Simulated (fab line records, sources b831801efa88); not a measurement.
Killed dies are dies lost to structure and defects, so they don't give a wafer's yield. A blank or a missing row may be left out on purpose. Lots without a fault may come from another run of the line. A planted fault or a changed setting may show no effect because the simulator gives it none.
Problem report in the 8D (eight disciplines) form, filled by code | flow gf180mcu | the parts of the form that need people (team, actions taken, sign-off) are left out

1. THE PROBLEM
M2_ALCU_RS at GF_M2_RS_MEAS_05 reads a mean of 0.0542 ohm/sq on 6 wafers of 2 lots; wafers without a fault read 0.0695 ohm/sq with a standard deviation of 0.0009. That is -17 standard deviations from the usual mean.
The step: measures by four-point-probe.
First seen on wafer L688.2, day 20 20:10, on film_metro-03. The record holds 18 wafers of 6 lots with a number at this step. Rule for "out", or "out of limits": more than 4 standard deviations from the usual mean. The other wafers with a number count as sound.

2. WHAT IT IS AND WHAT IT IS NOT
question                    | is                     | is not
which readings at this step | M2_ALCU_RS             | -
which lots                  | L688, L689             | L683, L687, L699, L706
which wafers of those lots  | all that have a number | -
read on which gauges        | film_metro-03          | film_metro-04
when                        | from day 20 20:10      | up to then (6 sound wafers); but 6 sound wafers of L699, L706 came after

3. SUSPECTS, AND WHAT RULES EACH OUT
Counting: a tool at a process step up to the reading stays a suspect if it ran every lot that is out and no sound lot after the first of them.
- the gauge at GF_M2_RS_MEAS_05: kept. All the wafers that are out were read on film_metro-03, and no step on other tools shows them out.
- pvd_sputter-03 at GF_M2_SPUTTER_00 (material Ti, target thk 37.5 nm, time 150 s): kept. It ran every lot that is out, first L688 (day 20 19:56), and no sound lot after that; its last sound lot up to then is L683 (day 18 08:20).
- pvd_sputter-03 at GF_M2_SPUTTER_02 (material AlCu, target thk 450 nm, time 23.9 s): kept. It ran every lot that is out, first L688 (day 20 20:04), and no sound lot after that; its last sound lot up to then is L683 (day 18 08:29).
- pvd_sputter-03 at GF_M2_SPUTTER_04 (material TiN, target thk 50 nm, time 41.7 s): kept. It ran every lot that is out, first L688 (day 20 20:07), and no sound lot after that; its last sound lot up to then is L683 (day 18 08:32).
Left after counting: pvd_sputter-03 at GF_M2_SPUTTER_00, pvd_sputter-03 at GF_M2_SPUTTER_02, pvd_sputter-03 at GF_M2_SPUTTER_04, film_metro-03 at GF_M2_RS_MEAS_05.

4. THE CAUSE (what the simulator had put in)
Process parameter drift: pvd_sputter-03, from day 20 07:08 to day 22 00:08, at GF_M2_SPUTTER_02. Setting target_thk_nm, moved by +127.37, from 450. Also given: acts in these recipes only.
Counting left 4 suspects, and this tool is among them.

5. THE CHAIN OF EFFECTS, in route order
Each row: a reading whose mean over the struck wafers that have a number lies more than 3 standard deviations from the usual. Only readings for which the record gives a usual standard deviation are gone through. hours: the time from each lot's start at the first step in this table that gives one to its start at this step, as a median over the lots. sigmas: the change in usual standard deviations.
hours | step                    | reading              | usual         | on struck wafers | change  | sigmas
0     | GF_M2_RS_MEAS_05        | M2_ALCU_RS           | 0.0695 ohm/sq | 0.0542           | -0.0153 | -17
3     | GF_M2_THK_MEAS_06       | M2_ALCU_THK          | 441 nm        | 565              | +124    | +20
247   | GF_PASSIVATION_PROBE_99 | defect_limited_yield | 90.1 %        | 84.5             | -5.6    | -4.0
247   | GF_PASSIVATION_PROBE_99 | killed_at_M0_to_M3   | 22            | 49               | +27     | +6.0
247   | GF_PASSIVATION_PROBE_99 | killed_dies          | 49            | 76               | +27     | +3.9
247   | GF_PASSIVATION_PROBE_99 | killed_on_rim        | 9.6           | 21.0             | +11.4   | +4.1
247   | GF_PASSIVATION_PROBE_99 | sort_bin_3_pad_short | 0.5 %         | 5.6              | +5.1    | +16
247   | GF_PASSIVATION_PROBE_99 | sort_n_pass          | 443           | 416              | -27     | -3.9
247   | GF_PASSIVATION_PROBE_99 | sort_yield_pct       | 90.1 %        | 84.5             | -5.6    | -4.0
The process steps in it:
- GF_PASSIVATION_PROBE_99

6. WHAT WOULD HAVE CAUGHT IT SOONER
In this record the first reading out of limits at a measuring or inspecting step was taken at day 20 20:10, 13 hours after the fault began at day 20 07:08.
Of the tool readings at GF_M2_SPUTTER_02 for which the record gives a usual standard deviation, none was out on any struck wafer, so an alarm limit of 4 standard deviations on them would not have fired.
Of the lots that are out (2), L689 began GF_M2_SPUTTER_02 on pvd_sputter-03 after day 20 20:10. A hold on the tool at that time would have spared it.
